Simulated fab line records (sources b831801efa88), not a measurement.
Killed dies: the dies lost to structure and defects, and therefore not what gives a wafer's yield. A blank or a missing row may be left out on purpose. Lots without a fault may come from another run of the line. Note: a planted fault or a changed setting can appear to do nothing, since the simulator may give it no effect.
Which tool is to blame? ; flow sky130 ; 13 lots, 39 wafers sampled, at 2 steps of a route of 708

WHAT THE GAUGES SHOWED, per wafer
SKY_LI_CONTACT_RS_MEAS_22: measurement is done with a four-point probe. Usual: LI_CONTACT_W_RS typically reads 0.288 ohm/sq, with standard deviation 0.0049.
lot;measured;on;LI_CONTACT_W_RS (ohm/sq);flag
L328;day 29 05:13;film metro-03;0.288 0.287 0.291;
L330;day 29 23:20;film metro-01;0.288 0.284 0.290;
L332;day 30 21:42;film metro-03;0.287 0.288 0.289;
L335;day 31 13:54;film metro-03;0.293 0.290 0.289;
L343;day 34 20:27;film metro-02;0.284 0.286 0.290;
L341;day 34 20:53;film metro-02;0.291 0.291 0.292;
L342;day 34 21:07;film metro-01;0.283 0.284 0.285;
L344;day 34 21:35;film metro-01;0.289 0.290 0.290;
L345;day 34 22:38;film metro-03;0.292 0.290 0.291;
L348;day 35 13:25;film metro-01;0.282 0.286 0.284;
L349;day 35 23:28;film metro-03;0.284 0.286 0.283;
L350;day 36 08:55;film metro-03;0.287 0.291 0.287;
L351;day 36 19:09;film metro-03;0.294 0.278 0.293;

TOOL THAT RAN EACH LOT (tool first, then ch and the chambers of the sampled wafers, then the start)
lot;SKY_LI_CONTACT_SPUTTER_19
L328;pvd sputter-01, day 29 04:56
L330;pvd sputter-01, day 29 23:05
L332;pvd sputter-02, day 30 21:25
L335;pvd sputter-01, day 31 13:29
L343;pvd sputter-04, day 34 20:10
L341;pvd sputter-01, day 34 20:29
L342;pvd sputter-04, day 34 20:52
L344;pvd sputter-02, day 34 21:11
L345;pvd sputter-02, day 34 22:14
L348;pvd sputter-01, day 35 13:07
L349;pvd sputter-02, day 35 23:11
L350;pvd sputter-04, day 36 08:28
L351;pvd sputter-04, day 36 18:53
- SKY_LI_CONTACT_SPUTTER_19: material Ti, target thk 20 nm, time 106.37 s.

WHAT THE TOOLS THEMSELVES READ (means of the sampled wafers that have a number; where no wafer has one, the mark that the record gives instead)
SKY_LI_CONTACT_SPUTTER_19. Usual: chamber pressure pa 5.001 Pa, standard deviation 0.0081; throttle valve pct 29.8 %, standard deviation 0.81.
lot;tool;chamber pressure pa (Pa);throttle valve pct (%);flag
L328;pvd sputter-01;5.002;29.1;
L330;pvd sputter-01;4.999;29.2;
L332;pvd sputter-02;5.004;30.7;
L335;pvd sputter-01;5.244;29.4;OFF
L343;pvd sputter-04;5.008;29.4;
L341;pvd sputter-01;5.001;29.9;
L342;pvd sputter-04;5.001;29.6;
L344;pvd sputter-02;4.997;30.6;
L345;pvd sputter-02;5.000;30.5;
L348;pvd sputter-01;4.999;29.1;
L349;pvd sputter-02;5.001;30.5;
L350;pvd sputter-04;4.993;29.1;
L351;pvd sputter-04;5.003;29.5;

THE ANSWER, worked out from the rows above alone
Rule: lot off if the mean of its wafers having a number is beyond 3 standard deviations from the usual mean. Also off: a lot with no number at a reading for which 4 or more lots have one. The other lots that the step has rows for count as sound. First the gauges in route order, then the tools' own readings, where a lot's mean is used as printed above. The first step at which some lot is off is used, and at that step the reading that is off furthest; a lot without a number counts as furthest.
Off: L335 (SKY_LI_CONTACT_SPUTTER_19, chamber pressure pa).
A tool fits if, at that step or a process step before it, it ran every lot that is off, and no sound lot after the first of them. No candidate that was tried fits.

WHAT WAS PUT IN BY THE SIMULATOR
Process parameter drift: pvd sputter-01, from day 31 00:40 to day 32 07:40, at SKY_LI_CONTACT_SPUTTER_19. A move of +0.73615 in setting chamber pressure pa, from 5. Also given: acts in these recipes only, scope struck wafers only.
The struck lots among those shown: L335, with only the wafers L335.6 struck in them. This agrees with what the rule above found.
